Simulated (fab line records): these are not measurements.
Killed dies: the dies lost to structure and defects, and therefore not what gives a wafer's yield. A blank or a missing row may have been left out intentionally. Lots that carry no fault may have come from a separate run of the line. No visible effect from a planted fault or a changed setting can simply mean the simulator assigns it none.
Which tool is to blame? | flow gf180mcu | 32 wafers from 11 lots sampled at 3 of the route's 602 steps

== WHAT THE GAUGES SHOWED, per wafer ==
GF_V1_RS_MEAS_24: a four-point-probe measurement.
lot  | measured     | on            | V1_W_RS (ohm/sq)
L577 | day 18 05:26 | film-metro-03 | 0.332 0.331 0.330
L579 | day 19 01:49 | film-metro-02 | 0.330 0.329 0.331
L580 | day 19 13:13 | film-metro-04 | 0.331 0.329 0.331
L582 | day 20 04:00 | film-metro-03 | 0.330 0.329 0.330
L583 | day 20 18:46 | film-metro-04 | 0.323 0.330 0.331
L584 | day 20 23:22 | film-metro-03 | 0.329 0.327 0.333
L585 | day 21 04:42 | film-metro-03 | 0.332 0.329 0.332
L590 | day 23 05:37 | film-metro-03 | 0.330 0.560
L596 | day 25 02:46 | film-metro-04 | 0.326 0.325 0.328
L599 | day 25 17:38 | film-metro-04 | 0.332 0.330 0.330
L600 | day 26 11:35 | film-metro-03 | 0.330 0.324 0.327

== TOOL THAT RAN EACH LOT (tool first, then ch and the chambers of the sampled wafers, then the start) ==
lot  | GF_SALICIDE_RTA_08               | GF_V1_CVD_23
L577 | rtp-anneal-01 ch 0, day 15 06:11 | cvd-w-02 ch 0,1, day 18 05:19
L579 | rtp-anneal-02 ch 0, day 16 00:05 | cvd-w-02 ch 1, day 19 01:41
L580 | rtp-anneal-02 ch 0, day 16 10:47 | cvd-w-01 ch 0,1, day 19 13:06
L582 | rtp-anneal-02 ch 0, day 16 23:31 | cvd-w-01 ch 0,1, day 20 03:53
L583 | rtp-anneal-02 ch 0, day 17 13:32 | cvd-w-01 ch 0, day 20 18:38
L584 | rtp-anneal-02 ch 0, day 17 19:24 | cvd-w-02 ch 0,1, day 20 23:15
L585 | rtp-anneal-02 ch 0, day 17 22:52 | cvd-w-01 ch 0,1, day 21 04:34
L590 | rtp-anneal-02 ch 0, day 20 01:47 | cvd-w-02 ch 1, day 23 05:29
L596 | rtp-anneal-02 ch 0, day 22 01:52 | cvd-w-01 ch 0,1, day 25 02:39
L599 | rtp-anneal-01 ch 0, day 22 19:10 | cvd-w-01 ch 0, day 25 17:32
L600 | rtp-anneal-02 ch 0, day 23 13:39 | cvd-w-02 ch 0,1, day 26 11:27
- GF_SALICIDE_RTA_08: time 30 s.
- GF_V1_CVD_23: deposits W, target thk 350 nm, time 105.05 s.

== THE ANSWER, worked out from the rows above alone ==
Rule: the lots themselves supply what counts as usual. The widest of any qualifying gaps counts: lots, ordered by their means at a reading, are off when they make up no more than a third of the lots, leave a main group of 4 or more, and stand apart from it by 3 or more times the standard deviation of that group's means. A main group is skipped when, at the precision printed for the reading in the tables above, its means are all equal. Also off: a lot with no number at a reading for which 4 or more lots have one. The other lots that the step has rows for count as sound.
Off: at GF_V1_RS_MEAS_24 (V1_W_RS), L590. The main group has a mean of 0.329 ohm/sq with a standard deviation of 0.0016.
A tool fits if, at a process step before that reading, it ran every lot that is off, and no sound lot after the first of them. Gauges at GF_V1_RS_MEAS_24: tried the same way as those tools. Not one of the candidates tried fits.

== WHAT HAD BEEN PUT IN BY THE SIMULATOR ==
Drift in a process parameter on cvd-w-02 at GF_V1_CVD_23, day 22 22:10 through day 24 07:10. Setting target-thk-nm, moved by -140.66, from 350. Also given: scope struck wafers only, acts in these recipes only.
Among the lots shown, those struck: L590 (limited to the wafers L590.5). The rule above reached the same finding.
